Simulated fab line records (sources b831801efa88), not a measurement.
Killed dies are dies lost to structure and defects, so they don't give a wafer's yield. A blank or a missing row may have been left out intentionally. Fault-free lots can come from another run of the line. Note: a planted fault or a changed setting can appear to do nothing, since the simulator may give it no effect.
Which of the tools did it?	flow sky130	6 lots with 18 wafers sampled at 2 steps, on a route of 708 steps

WHAT EACH GAUGE READ, for each wafer
SKY_METAL5_THK_MEAS_06: measures by xrf.
lot	measured	on	METAL5_ALCU_THK (nm)
L952	day 43 02:33	film-metro-04	1128 1134 1134
L955	day 44 05:59	film-metro-04	1122 1104 1127
L960	day 45 18:14	film-metro-03	1143 1141 1140
L962	day 46 05:31	film-metro-03	1098 1145 1140
L969	day 47 23:01	film-metro-01	1151 1165 1154
L972	day 48 14:29	film-metro-03	1140 1145 1145

WHICH TOOL RAN EACH LOT (tool, then ch and the chambers of the sampled wafers, then the start)
lot	SKY_METAL4_SPUTTER_03
L952	pvd-sputter-04, day 39 22:37
L955	pvd-sputter-03, day 41 05:05
L960	pvd-sputter-01, day 42 20:37
L962	pvd-sputter-04, day 43 08:47
L969	pvd-sputter-01, day 45 04:22
L972	pvd-sputter-04, day 45 21:37
- SKY_METAL4_SPUTTER_03: material Ti, target thk 5 nm, time 3.3 s.

THE ANSWER, worked out from the rows above alone
Rule: the lots themselves supply what counts as usual. The widest of any qualifying gaps counts: lots, ordered by their means at a reading, are off when they make up no more than a third of the lots, leave a main group of 4 or more, and stand apart from it by 3 or more times the standard deviation of that group's means. A main group whose means are all the same, to the digits that the tables above print for the reading, isn't used. A lot without any number at a reading at which 4 lots or more have one is off too. Where the step has rows for the other lots, those lots are counted as sound.
Nothing can be told from this: no lot is off at any reading shown.

WHAT THE SIMULATOR PUT IN
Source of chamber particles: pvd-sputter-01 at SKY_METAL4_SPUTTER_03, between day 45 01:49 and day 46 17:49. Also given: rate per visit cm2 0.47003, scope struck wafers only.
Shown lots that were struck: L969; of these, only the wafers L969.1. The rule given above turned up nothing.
